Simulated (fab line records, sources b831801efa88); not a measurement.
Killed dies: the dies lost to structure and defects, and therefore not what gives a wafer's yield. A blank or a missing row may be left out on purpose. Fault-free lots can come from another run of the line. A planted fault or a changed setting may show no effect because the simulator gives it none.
Which tool did it? / flow sky130 / 13 lots, 39 wafers sampled, at 4 steps of a route of 708

WHAT THE GAUGES READ, wafer by wafer
SKY_PAD_OPEN_BOW_MEAS_13. Usual: PAD_OPEN_BOW 46 um, standard deviation 8.5.
lot=L152; measured=day 45 18:40; on=film_metro-04; PAD_OPEN_BOW (um)=62 42 53; flag=
lot=L153; measured=day 46 02:50; on=film_metro-01; PAD_OPEN_BOW (um)=47 41 52; flag=
lot=L154; measured=day 46 10:40; on=film_metro-04; PAD_OPEN_BOW (um)=55 46 63; flag=
lot=L159; measured=day 47 09:50; on=film_metro-02; PAD_OPEN_BOW (um)=47 41 32; flag=
lot=L158; measured=day 47 11:47; on=film_metro-02; PAD_OPEN_BOW (um)=56 54 50; flag=
lot=L160; measured=day 47 19:20; on=film_metro-02; PAD_OPEN_BOW (um)=56 49 52; flag=
lot=L161; measured=day 47 22:50; on=film_metro-02; PAD_OPEN_BOW (um)=45 40 47; flag=
lot=L162; measured=day 48 07:14; on=film_metro-01; PAD_OPEN_BOW (um)=54 46 48; flag=
lot=L163; measured=day 48 11:27; on=film_metro-01; PAD_OPEN_BOW (um)=57 48 55; flag=
lot=L165; measured=day 48 21:57; on=film_metro-01; PAD_OPEN_BOW (um)=54 50 53; flag=
lot=L168; measured=day 49 09:55; on=film_metro-04; PAD_OPEN_BOW (um)=46 45 50; flag=
lot=L169; measured=day 49 20:15; on=film_metro-01; PAD_OPEN_BOW (um)=45 57 42; flag=
lot=L173; measured=day 50 14:34; on=film_metro-04; PAD_OPEN_BOW (um)=34 45 46; flag=

TOOL THAT RAN EACH LOT (tool first, then ch and the chambers of the sampled wafers, then the start)
lot=L152; SKY_METAL4_SPUTTER_04=pvd_sputter-02, day 39 17:22; SKY_PASSIVATION_CVD_00=pecvd-03 ch 0,1, day 43 21:08; SKY_PASSIVATION_CVD_02=pecvd-04 ch 0,1, day 43 21:13
lot=L153; SKY_METAL4_SPUTTER_04=pvd_sputter-04, day 40 01:25; SKY_PASSIVATION_CVD_00=pecvd-03 ch 1,2, day 44 05:40; SKY_PASSIVATION_CVD_02=pecvd-02 ch 0,1,2, day 44 05:44
lot=L154; SKY_METAL4_SPUTTER_04=pvd_sputter-02, day 40 10:34; SKY_PASSIVATION_CVD_00=pecvd-04 ch 0,1,2, day 44 13:16; SKY_PASSIVATION_CVD_02=pecvd-03 ch 0,1,2, day 44 13:21
lot=L159; SKY_METAL4_SPUTTER_04=pvd_sputter-01, day 41 14:16; SKY_PASSIVATION_CVD_00=pecvd-03 ch 0,1,2, day 45 14:00; SKY_PASSIVATION_CVD_02=pecvd-04 ch 0,1, day 45 14:05
lot=L158; SKY_METAL4_SPUTTER_04=pvd_sputter-01, day 41 18:05; SKY_PASSIVATION_CVD_00=pecvd-03 ch 0,1,2, day 45 17:07; SKY_PASSIVATION_CVD_02=pecvd-04 ch 0,2, day 45 17:12
lot=L160; SKY_METAL4_SPUTTER_04=pvd_sputter-01, day 42 02:53; SKY_PASSIVATION_CVD_00=pecvd-03 ch 0,1,2, day 46 01:01; SKY_PASSIVATION_CVD_02=pecvd-02 ch 0,2, day 46 01:05
lot=L161; SKY_METAL4_SPUTTER_04=pvd_sputter-04, day 42 06:52; SKY_PASSIVATION_CVD_00=pecvd-03 ch 0,1, day 46 04:43; SKY_PASSIVATION_CVD_02=pecvd-02 ch 0,1, day 46 04:47
lot=L162; SKY_METAL4_SPUTTER_04=pvd_sputter-04, day 42 17:22; SKY_PASSIVATION_CVD_00=pecvd-02 ch 0,1, day 46 12:40; SKY_PASSIVATION_CVD_02=pecvd-04 ch 0,2, day 46 12:44
lot=L163; SKY_METAL4_SPUTTER_04=pvd_sputter-04, day 43 00:30; SKY_PASSIVATION_CVD_00=pecvd-04 ch 1,2, day 46 18:46; SKY_PASSIVATION_CVD_02=pecvd-03 ch 0,2, day 46 18:50
lot=L165; SKY_METAL4_SPUTTER_04=pvd_sputter-02, day 43 11:55; SKY_PASSIVATION_CVD_00=pecvd-03 ch 0,1,2, day 47 05:11; SKY_PASSIVATION_CVD_02=pecvd-02 ch 1,2, day 47 05:16
lot=L168; SKY_METAL4_SPUTTER_04=pvd_sputter-04, day 44 03:03; SKY_PASSIVATION_CVD_00=pecvd-02 ch 0,1, day 47 19:56; SKY_PASSIVATION_CVD_02=pecvd-03 ch 1,2, day 47 20:01
lot=L169; SKY_METAL4_SPUTTER_04=pvd_sputter-04, day 44 16:11; SKY_PASSIVATION_CVD_00=pecvd-02 ch 0,2, day 48 06:51; SKY_PASSIVATION_CVD_02=pecvd-04 ch 1,2, day 48 06:56
lot=L173; SKY_METAL4_SPUTTER_04=pvd_sputter-01, day 45 17:22; SKY_PASSIVATION_CVD_00=pecvd-02 ch 0,1,2, day 49 02:53; SKY_PASSIVATION_CVD_02=pecvd-04 ch 0,1,2, day 49 02:58
- SKY_METAL4_SPUTTER_04: material TiN, target thk 70 nm, time 58.3 s.
- SKY_PASSIVATION_CVD_00: deposits SiO2, target thk 90 nm.
- SKY_PASSIVATION_CVD_02: deposits Si3N4, target thk 540 nm.

WHAT THE TOOLS THEMSELVES READ (means of the sampled wafers that have a number; where no wafer has one, the mark that the record gives instead)
SKY_METAL4_SPUTTER_04. Usual: throttle_valve_pct reads 29.8 % (standard deviation 1.1).
lot=L152; tool=pvd_sputter-02; throttle_valve_pct (%)=28.7; flag=
lot=L153; tool=pvd_sputter-04; throttle_valve_pct (%)=30.3; flag=
lot=L154; tool=pvd_sputter-02; throttle_valve_pct (%)=29.1; flag=
lot=L159; tool=pvd_sputter-01; throttle_valve_pct (%)=30.0; flag=
lot=L158; tool=pvd_sputter-01; throttle_valve_pct (%)=29.5; flag=
lot=L160; tool=pvd_sputter-01; throttle_valve_pct (%)=29.4; flag=
lot=L161; tool=pvd_sputter-04; throttle_valve_pct (%)=30.9; flag=
lot=L162; tool=pvd_sputter-04; throttle_valve_pct (%)=31.5; flag=
lot=L163; tool=pvd_sputter-04; throttle_valve_pct (%)=30.8; flag=
lot=L165; tool=pvd_sputter-02; throttle_valve_pct (%)=28.8; flag=
lot=L168; tool=pvd_sputter-04; throttle_valve_pct (%)=31.7; flag=
lot=L169; tool=pvd_sputter-04; throttle_valve_pct (%)=31.1; flag=
lot=L173; tool=pvd_sputter-01; throttle_valve_pct (%)=30.2; flag=

SKY_PASSIVATION_CVD_00. Usual: heater_power_w reads 720 W (standard deviation 100).
lot=L152; tool=pecvd-03; heater_power_w (W)=777; flag=
lot=L153; tool=pecvd-03; heater_power_w (W)=642; flag=
lot=L154; tool=pecvd-04; heater_power_w (W)=798; flag=
lot=L159; tool=pecvd-03; heater_power_w (W)=711; flag=
lot=L158; tool=pecvd-03; heater_power_w (W)=702; flag=
lot=L160; tool=pecvd-03; heater_power_w (W)=709; flag=
lot=L161; tool=pecvd-03; heater_power_w (W)=745; flag=
lot=L162; tool=pecvd-02; heater_power_w (W)=649; flag=
lot=L163; tool=pecvd-04; heater_power_w (W)=787; flag=
lot=L165; tool=pecvd-03; heater_power_w (W)=703; flag=
lot=L168; tool=pecvd-02; heater_power_w (W)=660; flag=
lot=L169; tool=pecvd-02; heater_power_w (W)=622; flag=
lot=L173; tool=pecvd-02; heater_power_w (W)=688; flag=

SKY_PASSIVATION_CVD_02. Usual: heater_power_w reads 798 W (standard deviation 94).
lot=L152; tool=pecvd-04; heater_power_w (W)=865; flag=
lot=L153; tool=pecvd-02; heater_power_w (W)=734; flag=
lot=L154; tool=pecvd-03; heater_power_w (W)=767; flag=
lot=L159; tool=pecvd-04; heater_power_w (W)=873; flag=
lot=L158; tool=pecvd-04; heater_power_w (W)=832; flag=
lot=L160; tool=pecvd-02; heater_power_w (W)=799; flag=
lot=L161; tool=pecvd-02; heater_power_w (W)=751; flag=
lot=L162; tool=pecvd-04; heater_power_w (W)=782; flag=
lot=L163; tool=pecvd-03; heater_power_w (W)=706; flag=
lot=L165; tool=pecvd-02; heater_power_w (W)=866; flag=
lot=L168; tool=pecvd-03; heater_power_w (W)=734; flag=
lot=L169; tool=pecvd-04; heater_power_w (W)=870; flag=
lot=L173; tool=pecvd-04; heater_power_w (W)=808; flag=

THE ANSWER, worked out from the rows above alone
Rule: lot off if the mean of its wafers having a number is beyond 3 standard deviations from the usual mean. Also off: a lot with no number at a reading for which 4 or more lots have one. All remaining lots with rows at the step are treated as sound. The gauges are gone through in route order, then the tools' own readings, and for those a lot's mean is taken as printed above. The first step at which some lot is off is used, and at that step the reading that is off furthest; a lot without a number counts as furthest.
No lot is off on any of the readings shown, so nothing can be concluded from this.

WHAT WAS PUT IN BY THE SIMULATOR
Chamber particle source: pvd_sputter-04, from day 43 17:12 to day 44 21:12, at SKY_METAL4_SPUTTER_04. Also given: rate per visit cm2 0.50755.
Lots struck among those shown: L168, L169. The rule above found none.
